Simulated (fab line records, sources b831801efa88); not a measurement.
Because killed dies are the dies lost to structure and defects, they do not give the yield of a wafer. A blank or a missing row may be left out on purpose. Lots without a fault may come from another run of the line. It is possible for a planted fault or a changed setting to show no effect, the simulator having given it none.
Matching of chambers | flow sfqLine | cmp-02 running SFQ_TRILAYER_I7_CMP_CMP_184: 4 sister chambers
The step polishes SiO2. 16 wafers are shown with their chamber, then 7 later ones without.

EACH WAFER AND ITS CHAMBER
wafer  | chamber | motorCurrentA (A) | timeToEndpointS (s) | platenRpm (rpm)
L888.2 | 0       | 11.0              | 214                 | 59.96
L888.5 | 1       | 10.7              | 225                 | 59.99
L888.6 | 0       | 10.6              | 217                 | 59.97
L890.4 | 2       | 7.9               | 224                 | 59.97
L890.3 | 1       | 10.0              | 218                 | 59.95
L890.6 | 3       | 11.3              | 210                 | 59.98
L892.4 | 1       | 10.0              | 228                 | 60.01
L892.5 | 1       | 9.9               | 221                 | 59.98
L892.6 | 0       | 10.1              | 231                 | 60.00
L893.2 | 0       | 10.0              | 225                 | 60.00
L893.1 | 3       | 11.4              | 212                 | 60.05
L893.4 | 2       | 8.2               | 220                 | 60.00
L895.2 | 1       | 10.2              | 208                 | 59.96
L895.5 | 1       | 10.0              | 216                 | 60.02
L895.6 | 0       | 10.3              | 219                 | 59.99
L901.3 | 2       | 7.8               | 230                 | 60.01

SIGNATURES, as means of the wafers listed above
reading         | chamber 0 | chamber 1 | chamber 2 | chamber 3 | scatter within a chamber
motorCurrentA   | 10.400    | 10.133    | 7.967     | 11.350    | 0.314
timeToEndpointS | 221.20    | 219.33    | 224.67    | 211.00    | 6.38
platenRpm       | 59.9840   | 59.9850   | 59.9933   | 60.0150   | 0.0264
Rule: for a wafer and a chamber, the distance is found by dividing, reading by reading, the gap between the wafer's reading and the chamber's mean by the reading's scatter, squaring, summing and taking the root. The wafer belongs to the nearest chamber; if the next one is less than 2 further off, it can't be placed. The scatter is the square root of a quotient: the sum, over the shown wafers, of each reading's squared deviation from its chamber's mean, divided by wafers minus chambers.

WAFERS WITHOUT THEIR CHAMBER
wafer  | motorCurrentA (A) | timeToEndpointS (s) | platenRpm (rpm)
L901.5 | 8.1               | 204                 | 59.99
L902.1 | 10.8              | 227                 | 59.97
L902.2 | 10.5              | 231                 | 60.03
L902.5 | 7.8               | 198                 | 59.97
L910.2 | 7.8               | 210                 | 60.04
L910.3 | 10.9              | 219                 | 60.02
L910.5 | 8.2               | 221                 | 59.99

EACH ONE'S CHAMBER
wafer  | from the rows above          | in truth
L901.5 | 2                            | 2
L902.1 | can't be placed: 0 or 1 or 3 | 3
L902.2 | can't be placed: 0 or 1 or 3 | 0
L902.5 | 2                            | 2
L910.2 | 2                            | 2
L910.3 | can't be placed: 3 or 0 or 1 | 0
L910.5 | 2                            | 2
Correct placement for 4 of the 7. These rows do not allow placing 3 (true chamber among the candidates in 3). Number placed wrongly: 0.
